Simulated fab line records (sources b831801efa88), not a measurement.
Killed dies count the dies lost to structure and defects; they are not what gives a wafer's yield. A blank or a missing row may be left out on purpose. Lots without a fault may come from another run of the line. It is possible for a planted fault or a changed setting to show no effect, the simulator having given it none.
Which tool is to blame?    flow sky130    14 lots, 42 wafers sampled, at 4 steps of a route of 708

## WHAT THE GAUGES READ, wafer by wafer
The record holds no reading of a measuring or inspecting step that can be judged against a usual standard deviation.

## TOOL THAT RAN EACH LOT (tool first, then ch and the chambers of the sampled wafers, then the start)
lot   SKY_METAL1_SPUTTER_00         SKY_METAL1_SPUTTER_03         SKY_VIA1_ETCH_14                    SKY_VIA1_ETCH_15
L403  pvd sputter-01, day 31 23:38  pvd sputter-01, day 31 23:43  rie diel-04 ch 0,1,2, day 34 07:03  rie diel-04 ch 0,1,2, day 34 07:05
L406  pvd sputter-01, day 33 02:43  pvd sputter-01, day 33 02:47  rie diel-03 ch 1,2,3, day 35 09:09  rie diel-03 ch 1,2,3, day 35 09:11
L407  pvd sputter-01, day 33 07:49  pvd sputter-01, day 33 07:53  rie diel-03 ch 1,2, day 35 13:03    rie diel-03 ch 1,2, day 35 13:05
L408  pvd sputter-02, day 33 10:19  pvd sputter-02, day 33 10:23  rie diel-01 ch 2,3, day 35 15:21    rie diel-01 ch 2,3, day 35 15:23
L409  pvd sputter-02, day 33 19:26  pvd sputter-02, day 33 19:31  rie diel-01 ch 0,2,3, day 36 01:20  rie diel-01 ch 0,2,3, day 36 01:23
L410  pvd sputter-01, day 34 14:15  pvd sputter-01, day 34 14:19  rie diel-01 ch 1,2,3, day 36 19:44  rie diel-01 ch 1,2,3, day 36 19:47
L412  pvd sputter-02, day 35 03:25  pvd sputter-02, day 35 03:30  rie diel-01 ch 0,1,3, day 37 08:33  rie diel-01 ch 0,1,3, day 37 08:35
L413  pvd sputter-01, day 35 07:28  pvd sputter-01, day 35 07:32  rie diel-01 ch 1,2,3, day 37 13:09  rie diel-01 ch 1,2,3, day 37 13:11
L414  pvd sputter-04, day 35 15:11  pvd sputter-04, day 35 15:20  rie diel-01 ch 1,2, day 37 21:20    rie diel-01 ch 1,2, day 37 21:23
L415  pvd sputter-01, day 35 21:01  pvd sputter-01, day 35 21:05  rie diel-01 ch 0,1,3, day 38 03:29  rie diel-01 ch 0,1,3, day 38 03:32
L416  pvd sputter-04, day 36 03:26  pvd sputter-04, day 36 03:34  rie diel-01 ch 0,2,3, day 38 09:20  rie diel-01 ch 0,2,3, day 38 09:23
L417  pvd sputter-04, day 36 10:08  pvd sputter-04, day 36 10:17  rie diel-03 ch 0,2,3, day 38 14:36  rie diel-03 ch 0,2,3, day 38 14:38
L423  pvd sputter-02, day 38 04:21  pvd sputter-02, day 38 04:25  rie diel-04 ch 1,2, day 40 07:41    rie diel-04 ch 1,2, day 40 07:44
L424  pvd sputter-01, day 38 22:04  pvd sputter-01, day 38 22:08  rie diel-03 ch 0,1,2, day 41 00:41  rie diel-03 ch 0,1,2, day 41 00:44
- SKY_METAL1_SPUTTER_00: material Ti, target thk 15 nm, time 10 s.
- SKY_METAL1_SPUTTER_03: material Ti, target thk 5 nm, time 3.3 s.
- SKY_VIA1_ETCH_14: etches BARC in N2/H2, stops on SiO2, time 45.9 s, target depth 60 nm.
- SKY_VIA1_ETCH_15: etches SiO2 in C4F8/O2/Ar, stops on TiN, target depth 351 nm, time 54 s.

## AS READ BY THE TOOLS THEMSELVES (means over the sampled wafers that have a number; for cases with no such wafer, the mark the record gives instead)
SKY_METAL1_SPUTTER_00. Usual: 30.1 % for throttle valve pct, sd 1.4.
lot   tool            throttle valve pct (%)  flag
L403  pvd sputter-01  31.3                    
L406  pvd sputter-01  29.8                    
L407  pvd sputter-01  29.7                    
L408  pvd sputter-02  29.2                    
L409  pvd sputter-02  29.2                    
L410  pvd sputter-01  31.0                    
L412  pvd sputter-02  29.0                    
L413  pvd sputter-01  29.1                    
L414  pvd sputter-04  29.7                    
L415  pvd sputter-01  30.3                    
L416  pvd sputter-04  30.2                    
L417  pvd sputter-04  30.0                    
L423  pvd sputter-02  31.0                    
L424  pvd sputter-01  30.5                    

SKY_METAL1_SPUTTER_03. Usual: 30.1 % for throttle valve pct, sd 1.4.
lot   tool            throttle valve pct (%)  flag
L403  pvd sputter-01  31.4                    
L406  pvd sputter-01  29.8                    
L407  pvd sputter-01  30.1                    
L408  pvd sputter-02  29.2                    
L409  pvd sputter-02  29.3                    
L410  pvd sputter-01  30.9                    
L412  pvd sputter-02  28.9                    
L413  pvd sputter-01  28.8                    
L414  pvd sputter-04  29.9                    
L415  pvd sputter-01  30.3                    
L416  pvd sputter-04  30.1                    
L417  pvd sputter-04  30.1                    
L423  pvd sputter-02  30.8                    
L424  pvd sputter-01  30.6                    

SKY_VIA1_ETCH_14. Usual: drypump motor current A 5.7 A, standard deviation 0.58; h2 flow sccm 199.9 sccm, standard deviation 0.59; oes product au 0.854 a.u., standard deviation 0.0047; rf fwd power W 495.1 W, standard deviation 1.7; run length s 74.1 s, standard deviation 0.36; throttle valve pct 13.224 %, standard deviation 0.0094.
lot   tool         drypump motor current A (A)  h2 flow sccm (sccm)  oes product au (a.u.)  rf fwd power W (W)  run length s (s)  throttle valve pct (%)  flag
L403  rie diel-04  6.2                          199.6                0.855                  495.7               74.1              13.229                  
L406  rie diel-03  5.9                          199.7                0.852                  495.8               74.4              13.222                  
L407  rie diel-03  5.8                          200.3                0.857                  495.7               73.7              13.226                  
L408  rie diel-01  4.9                          200.6                0.856                  493.8               74.4              13.219                  
L409  rie diel-01  5.2                          199.8                0.857                  494.1               74.2              13.225                  
L410  rie diel-01  4.9                          199.9                0.848                  493.7               74.1              13.223                  
L412  rie diel-01  5.2                          199.4                0.857                  495.5               73.7              13.228                  
L413  rie diel-01  4.9                          199.7                0.850                  495.1               74.0              13.226                  
L414  rie diel-01  5.0                          199.7                0.852                  494.1               73.8              13.219                  
L415  rie diel-01  5.2                          200.7                0.918                  -                   70.1              13.231                  OFF
L416  rie diel-01  5.2                          199.8                0.922                  -                   70.4              13.233                  OFF
L417  rie diel-03  5.9                          200.0                0.856                  495.2               73.8              13.229                  
L423  rie diel-04  6.3                          199.5                0.853                  494.9               74.6              13.236                  
L424  rie diel-03  6.0                          199.7                0.855                  496.2               73.9              13.223                  

SKY_VIA1_ETCH_15. Usual: oes product au 0.980 a.u., standard deviation 0.0059; rf fwd power W 1486 W, standard deviation 4.9; run length s 82.1 s, standard deviation 0.33.
lot   tool         oes product au (a.u.)  rf fwd power W (W)  run length s (s)  flag
L403  rie diel-04  0.977                  1482                82.5              
L406  rie diel-03  0.971                  1488                81.9              
L407  rie diel-03  0.975                  1488                82.0              
L408  rie diel-01  0.980                  1487                82.3              
L409  rie diel-01  0.982                  1482                82.2              
L410  rie diel-01  0.982                  1484                82.2              
L412  rie diel-01  0.981                  1486                82.1              
L413  rie diel-01  0.986                  1488                82.1              
L414  rie diel-01  0.983                  1496                82.0              
L415  rie diel-01  0.975                  1486                81.9              
L416  rie diel-01  0.982                  1483                82.3              
L417  rie diel-03  0.982                  1487                82.1              
L423  rie diel-04  0.980                  1485                82.5              
L424  rie diel-03  0.974                  1490                82.0              

## THE ANSWER, worked out from the rows above alone
Rule: a lot counts as off when the mean over its wafers that have a number is more than 3 standard deviations away from the usual mean. Also off: a lot with no number at a reading for which 4 or more lots have one. All remaining lots with rows at the step are treated as sound. After the gauges, taken in route order, come the tools' own readings; for these a lot's mean is taken, as printed above. The first step at which some lot is off is used, and at that step the reading that is off furthest; a lot without a number counts as furthest.
Off: L415, L416, at SKY_VIA1_ETCH_14 (rf fwd power W). Without a number there: L415, L416.
If a tool, at that step or one of the process steps before it, ran each lot that is off and ran no sound lot following the first of them, it fits. One fits: SKY_VIA1_ETCH_14 on rie diel-01. Its last sound lot is L414 (day 37 21:20), its first lot that is off L415 (day 38 03:29): a fault that began between those two fits.
The tool's own readings at SKY_VIA1_ETCH_14 bear it out: on the lots that are off they differ by more than 5 times the standard deviation of the sound lots' means. oes product au reads 0.920 a.u. there against 0.854 a.u. on the sound lots; run length s reads 70.2 s there against 74.1 s on the sound lots.
Blank at SKY_VIA1_ETCH_14 on the lots that are off, where sound lots have numbers: rf fwd power W.

## WHAT THE SIMULATOR HAD PUT IN
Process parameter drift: rie diel-01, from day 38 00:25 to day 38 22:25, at SKY_VIA1_ETCH_14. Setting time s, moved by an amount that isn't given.
Shown lots that were struck: L415, L416. This agrees with what the rule above found.
